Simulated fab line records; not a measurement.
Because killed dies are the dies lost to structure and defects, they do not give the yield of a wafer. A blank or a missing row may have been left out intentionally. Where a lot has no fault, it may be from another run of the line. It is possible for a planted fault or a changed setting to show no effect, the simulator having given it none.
Code-filled problem report in 8D (eight disciplines) form / flow gf180mcu / the parts of the form that need people (team, actions taken, sign-off) are left out

== 1. THE PROBLEM ==
Across 6 wafers from 2 lots, NSD_RS at GF_PSD_RS_MEAS_14 averages 40.47 ohm/sq, while fault-free wafers read 46.14 ohm/sq with a standard deviation of 0.077. That is -74 standard deviations from the usual mean.
The step: measures by four-point-probe.
The first sign was on wafer L121.3 at day 19 02:09, on filmMetro-04. The record has a number at this step for 36 wafers belonging to 12 lots. By rule, "out" or "out of limits" means more than 4 standard deviations away from the usual mean. Any other wafer with a number is counted as sound.

== 2. WHAT IT IS, WHAT IT ISN'T ==
question=which readings at this step | is=NSD_RS | is not=-
question=which lots | is=L121, L122 | is not=L110, L111, L112, L115, L116, L117, L118, L120, L126, L132
question=which wafers of those lots | is=all that have a number | is not=-
question=read on which gauges | is=filmMetro-02, filmMetro-04 | is not=filmMetro-01
question=when | is=from day 19 02:09 | is not=up to then (24 sound wafers); but 6 sound wafers of L126, L132 came after

== 3. THE SUSPECTS, EACH WITH WHAT RULES IT OUT ==
Counting: a tool stays on the suspect list if, at a process step up to the reading, it processed all lots that are out and no sound lot following the first of them.
- the gauge at GF_PSD_RS_MEAS_14 is ruled out. 2 gauges (filmMetro-02, filmMetro-04) read the wafers that are out.
- plasmaAsher-01 at GF_HV_LDD_STRIP_10 (strips in O2/N2): ruled out as a lasting fault. The sound lots L132 went through it after L121, its earliest lot that is out (day 14 07:05).
- rtpAnneal-02 at GF_PSD_RTA_13 (time 20 s): kept. It processed each lot that is out, first L121 at day 19 02:03, and no sound lot thereafter; up to then, the last sound lot it processed was L120 at day 18 21:50. Its own wafer_temp_C_max readings are out on those wafers.
The count leaves rtpAnneal-02 at GF_PSD_RTA_13.

== 4. THE CAUSE (what the simulator had put in) ==
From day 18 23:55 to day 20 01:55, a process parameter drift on rtpAnneal-02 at GF_PSD_RTA_13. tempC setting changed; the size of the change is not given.
This tool alone remained once counting was done.

== 5. THE CHAIN OF EFFECTS, in route order ==
Each row: a reading where the mean over the struck wafers with a number is more than 3 standard deviations away from the usual. Only readings for which the record gives a usual standard deviation are gone through. hours: the time from each lot's start at the first step in this table that gives one to its start at this step, as a median over the lots. sigmas: the change in usual standard deviations.
hours=0; step=GF_PSD_RTA_13; reading=wafer_temp_C_max; usual=1028.5; on struck wafers=1068.9; change=+40.4; sigmas=+34
hours=0; step=GF_PSD_RS_MEAS_14; reading=NSD_RS; usual=46.14 ohm/sq; on struck wafers=40.47; change=-5.67; sigmas=-74
hours=0; step=GF_PSD_RS_MEAS_15; reading=PSD_RS; usual=108.54 ohm/sq; on struck wafers=92.35; change=-16.19; sigmas=-58
It contains these process steps:
- GF_PSD_RTA_13: time 20 s.

== 6. WHAT WOULD HAVE CAUGHT IT SOONER ==
Counted from the fault's start at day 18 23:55, it took 2 hours until the first out-of-limits reading at a measuring or inspecting step in this record, taken at day 19 02:09.
Tool's own readings at GF_PSD_RTA_13, wafer_temp_C_max: out on all struck wafers the step has rows for; an alarm limit on them would have tripped on the first.
L122, from the lots that are out (2), started GF_PSD_RTA_13 on rtpAnneal-02 later than day 19 02:09. Holding the tool at that time would have saved it.
